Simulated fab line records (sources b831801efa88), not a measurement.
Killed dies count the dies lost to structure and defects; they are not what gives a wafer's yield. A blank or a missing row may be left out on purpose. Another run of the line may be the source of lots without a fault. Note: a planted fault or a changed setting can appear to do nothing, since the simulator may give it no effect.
Lot-split experiment | flow sfq_line | 23 wafers read across 5 lots, on a route 325 steps long

THE SPLIT ITSELF
At SFQ_TRILAYER_M4_DEP_SPUTTER_091 (material Nb, target thk 200 nm, time 133.3 s), the setting power_w was moved away from the recipe's 2000 W on 6 of the 23 wafers read, by -11.9% to -9.5%. For the rest of the wafers, this setting stayed at what the recipe calls for.

FROM THE SPLIT TO THE READING: what the file shows between them, 4 steps
- SFQ_M4_RS_MEAS_924: measures by four-point-probe
- SFQ_TRILAYER_M4_LITHO_PEB_096: peb time 60 s (also split here: peb_time_s)
- SFQ_TRILAYER_M4_LITHO_DEVELOP_095: time 60 s
- SFQ_TRILAYER_M4_BARC_OPEN_METAL_ETCH_123: etches BARC in O2, target depth 125 nm, time 41.7 s

THE READING
oes_product_au, in a.u., at SFQ_TRILAYER_M4_ETCH_METAL_ETCH_096 (etches Nb in Cl2/Ar, stops on SiO2, target depth 240 nm, time 120 s). Typical for fault-free wafers on this fab line: 0.897 a.u., with standard deviation 0.01 a.u.

wafer  | tool, chamber at the split | power_w as run, W | against the recipe | oes_product_au, a.u. | against lot-mates on the recipe
L074.1 | pvd_sputter-05, -          | 2000              | recipe             | 0.905                | -
L074.2 | pvd_sputter-05, -          | 2000              | recipe             | 0.899                | -
L074.4 | pvd_sputter-05, -          | 2000              | recipe             | 0.900                | -
L074.5 | pvd_sputter-05, -          | 2000              | recipe             | 0.902                | -
L074.6 | pvd_sputter-05, -          | 2000              | recipe             | 0.912                | -
L075.1 | pvd_sputter-06, -          | 1810              | -9.5%              | 0.837                | -0.062
L075.2 | pvd_sputter-06, -          | 2000              | recipe             | 0.900                | -
L075.3 | pvd_sputter-06, -          | 2000              | recipe             | 0.897                | -
L075.4 | pvd_sputter-06, -          | 1810              | -9.5%              | 0.856                | -0.043
L075.6 | pvd_sputter-06, -          | 1810              | -9.5%              | 0.845                | -0.054
L080.1 | pvd_sputter-05, -          | 1762              | -11.9%             | 0.845                | -0.064
L080.2 | pvd_sputter-05, -          | 1762              | -11.9%             | 0.843                | -0.066
L080.4 | pvd_sputter-05, -          | 1762              | -11.9%             | 0.844                | -0.065
L080.5 | pvd_sputter-05, -          | 2000              | recipe             | 0.910                | -
L080.6 | pvd_sputter-05, -          | 2000              | recipe             | 0.908                | -
L083.3 | pvd_sputter-05, -          | 2000              | recipe             | 0.917                | -
L083.4 | pvd_sputter-05, -          | 2000              | recipe             | 0.910                | -
L083.6 | pvd_sputter-05, -          | 2000              | recipe             | 0.902                | -
L085.2 | pvd_sputter-04, -          | 2000              | recipe             | 0.884                | -
L085.3 | pvd_sputter-04, -          | 2000              | recipe             | 0.880                | -
L085.4 | pvd_sputter-04, -          | 2000              | recipe             | 0.904                | -
L085.5 | pvd_sputter-04, -          | 2000              | recipe             | 0.876                | -
L085.6 | pvd_sputter-04, -          | 2000              | recipe             | 0.898                | -

THE FIT
A straight line over all 23 wafers: oes_product_au changes by +0.00509 a.u. for each +1% of power_w; r = +0.92; the points scatter about the line by 0.011 a.u.
The same after taking each lot's own level away (the mean of its wafers on the recipe; 23 wafers): +0.00549 a.u. for each +1%; r = +0.97; scatter 0.0069 a.u.
According to that fit, moving power_w by its largest amount changes the reading by 0.065 a.u.
The lots' own levels span 0.8884 to 0.9097 a.u., that is 2.1 times the standard deviation above.
So the lot-to-lot level changes the slope little: the two slopes agree.
Check: -0.0656 a.u. against its lot-mates is what the line predicts for one of the wafers moved furthest among these (-11.9%) when that wafer is left out of the fit. It came out at -0.064 a.u. against them.

ADDITIONAL SPLITS CARRIED BY THESE WAFERS
Before the reading, these wafers also passed through other splits. Each is held against what the fit with the lots' levels taken away leaves over:
other split on the same wafers           | wafers away from the commonest value | r with oes_product_au (lot level and that fit taken away)
SFQ_TRILAYER_M4_LITHO_PEB_096 peb_time_s | 9                                    | -0.18

THE WHOLE CHAIN: every reading that the file lists as answering this split, in the file's order
step                                | what it does                                                        | reading                                                                                   | change (the file's fit)                   | r (the file's)
SFQ_TRILAYER_M4_DEP_SPUTTER_091     | material Nb, target thk 200 nm, time 133.3 s                        | Nb_of_TRILAYER_M4_DEP_SPUTTER_091.thk_nm (the simulator's own value, which no gauge read) | +2.08 nm for each +1% of the setting      | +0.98
SFQ_M4_RS_MEAS_924                  | measures by four-point-probe                                        | M4_NB_RS                                                                                  | -0.0103 for each +1% of the setting       | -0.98
SFQ_TRILAYER_M4_ETCH_METAL_ETCH_096 | etches Nb in Cl2/Ar, stops on SiO2, target depth 240 nm, time 120 s | oes_product_au                                                                            | +0.00551 a.u. for each +1% of the setting | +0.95

THE FILE'S OWN FIT
oes_product_au changes by +0.00551 a.u. for each +1% of power_w, r = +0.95.
